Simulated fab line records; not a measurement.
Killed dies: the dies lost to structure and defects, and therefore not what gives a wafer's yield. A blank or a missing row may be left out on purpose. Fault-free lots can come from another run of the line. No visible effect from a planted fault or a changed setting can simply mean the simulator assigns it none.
Code-filled problem report in 8D (eight disciplines) form / flow gf180mcu / the parts of the form that need people (team, actions taken, sign-off) are left out

== 1. PROBLEM STATEMENT ==
Wafers without a fault read 0.944 a.u., standard deviation 0.0056; oes product au at GF_MIM_METAL_ETCH_19 reads a mean of 0.991 a.u. on 6 wafers belonging to 2 lots. Relative to the usual mean, that is a shift of +8.4 standard deviations.
The step: etches the open film in Cl2/BCl3, stops on Si3N4, target depth 324.5 nm, time 54.1 s.
Seen first at day 29 04:12 on rie metal-01, wafer L316.2. The record holds 42 wafers of 14 lots with a number at this step. Rule for "out", or "out of limits": more than 4 standard deviations from the usual mean. The other wafers with a number count as sound.

== 2. WHAT IT IS, WHAT IT ISN'T ==
question=which readings at this step | is=oes product au, throttle valve pct | is not=drypump motor current A, he backside leak sccm
question=which lots | is=L316, L317 | is not=L304, L305, L306, L308, L310, L311, L312, L314, L323, L325, L326, L327
question=which wafers of those lots | is=all that have a number | is not=-
question=read on which tools | is=rie metal-01, rie metal-04 | is not=rie metal-03
question=when | is=from day 29 04:12 | is not=up to then (24 sound wafers); but 12 sound wafers of L323, L325, L326, L327 came after

== 3. SUSPECTS, AND WHAT RULES EACH OUT ==
Counting: any tool at a process step up to the reading is kept as a suspect provided that every lot that is out went through it and no sound lot did after the first of them.
- plasma asher-02 at GF_V4_STRIP_18 (strips in O2/N2): ruled out as a lasting fault. After its first lot that is out, L316 (day 28 07:31), sound lots L323 ran on it.
- pvd sputter-04 at GF_MIM_SPUTTER_07 (material TiN, target thk 60 nm, time 50 s): ruled out as a lasting fault. After its first lot that is out, L316 (day 28 09:08), sound lots L326, L327 ran on it.
Left after counting: nothing in the record.

== 4. THE CAUSE (what the simulator had put in) ==
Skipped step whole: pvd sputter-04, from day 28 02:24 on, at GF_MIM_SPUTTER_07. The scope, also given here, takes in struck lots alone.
Counting ruled it out, wrongly: the rule takes a fault to strike every lot that its tool runs from its start on, and this one did not.

== 5. THE EFFECT CHAIN, in route order ==
Rows list readings where the struck wafers' mean (over those with a number) sits beyond 3 standard deviations from the usual. Only readings whose record carries a usual standard deviation are examined. hours: median over the lots of the time between each lot's start at the first step of this table that gives one and its start at this step. sigmas: the change, counted in usual standard deviations.
hours=0; step=GF_MIM_METAL_ETCH_19; reading=oes product au; usual=0.944 a.u.; on struck wafers=0.991; change=+0.047; sigmas=+8.4
hours=0; step=GF_MIM_METAL_ETCH_19; reading=throttle valve pct; usual=28.280 %; on struck wafers=28.224; change=-0.056; sigmas=-5.9
Here are the process steps it includes:
- GF_MIM_METAL_ETCH_19: etches the open film in Cl2/BCl3, stops on Si3N4, target depth 324.5 nm, time 54.1 s.
Readings that are blank on the struck wafers while sound wafers have them: cathode dc power W at GF_MIM_SPUTTER_07; chamber pressure pa at GF_MIM_SPUTTER_07; throttle valve pct at GF_MIM_SPUTTER_07.

== 6. HOW IT WOULD HAVE BEEN CAUGHT EARLIER ==
In this record the first reading out of limits was taken at day 29 04:12, 26 hours after the fault began at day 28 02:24.
At GF_MIM_SPUTTER_07 the tool's readings are blank on the struck wafers, where sound wafers have them: an empty tool record is the first sign, and it was there at once.
